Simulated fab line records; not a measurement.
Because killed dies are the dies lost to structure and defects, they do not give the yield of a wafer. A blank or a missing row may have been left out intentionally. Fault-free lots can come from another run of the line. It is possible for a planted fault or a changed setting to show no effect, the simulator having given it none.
Which tool did it? ; flow sky130 ; 14 lots (42 wafers sampled), 1 step of a 708-step route

## WHAT THE GAUGES SHOWED, per wafer
No reading from a measuring or inspecting step in the record can be judged against a usual standard deviation.

## WHAT TOOL EACH LOT RAN ON (gives the tool, then ch and the chambers of the sampled wafers, and finally the start)
lot;SKY_SONOS_TUNNEL_DEVELOP_06
L330;litho-track-04 ch 0, day 11 09:59
L331;litho-track-04 ch 0, day 11 23:02
L333;litho-track-03 ch 0, day 12 08:47
L336;litho-track-03 ch 0, day 13 10:53
L337;litho-track-04 ch 0, day 13 17:05
L338;litho-track-03 ch 0, day 13 20:47
L339;litho-track-03 ch 0, day 14 04:41
L340;litho-track-01 ch 0, day 14 13:10
L341;litho-track-03 ch 0, day 15 04:59
L342;litho-track-01, day 15 06:52
L343;litho-track-03, day 15 15:36
L350;litho-track-03 ch 0, day 17 22:21
L351;litho-track-03 ch 0, day 18 03:33
L352;litho-track-01 ch 0, day 18 17:39
- SKY_SONOS_TUNNEL_DEVELOP_06: develop time 60.75 s.

## WHAT THE TOOLS THEMSELVES READ (means of the sampled wafers that have a number; where no wafer has one, the mark that the record gives instead)
SKY_SONOS_TUNNEL_DEVELOP_06.
lot;tool;chill-plate-temp-C (C)
L330;litho-track-04;22.98
L331;litho-track-04;23.06
L333;litho-track-03;23.09
L336;litho-track-03;23.03
L337;litho-track-04;23.08
L338;litho-track-03;22.97
L339;litho-track-03;23.01
L340;litho-track-01;22.91
L341;litho-track-03;23.03
L342;litho-track-01;-
L343;litho-track-03;-
L350;litho-track-03;22.90
L351;litho-track-03;23.11
L352;litho-track-01;23.02

## THE ANSWER, worked out from the rows above alone
Rule: usual is defined by the lots themselves. The widest of any qualifying gaps counts: lots, ordered by their means at a reading, are off when they make up no more than a third of the lots, leave a main group of 4 or more, and stand apart from it by 3 or more times the standard deviation of that group's means. Not used: any main group whose means are identical at the precision the tables above print for the reading. A lot without any number at a reading at which 4 lots or more have one is off too. The other lots that the step has rows for count as sound. After the gauges, taken in route order, come the tools' own readings; for these a lot's mean is taken, as printed above. At the first step where some lot is off, the reading lying furthest off is the one used; lots without a number count as furthest.
Off, at SKY_SONOS_TUNNEL_DEVELOP_06 on chill-plate-temp-C: L342, L343. Without a number there: L342, L343. For the main group the mean is 23.02 C and the standard deviation 0.064.
A tool fits if, at that step or a process step before it, it ran every lot that is off, and no sound lot after the first of them. Not one of the candidates tried fits.

## WHAT WAS PUT IN BY THE SIMULATOR
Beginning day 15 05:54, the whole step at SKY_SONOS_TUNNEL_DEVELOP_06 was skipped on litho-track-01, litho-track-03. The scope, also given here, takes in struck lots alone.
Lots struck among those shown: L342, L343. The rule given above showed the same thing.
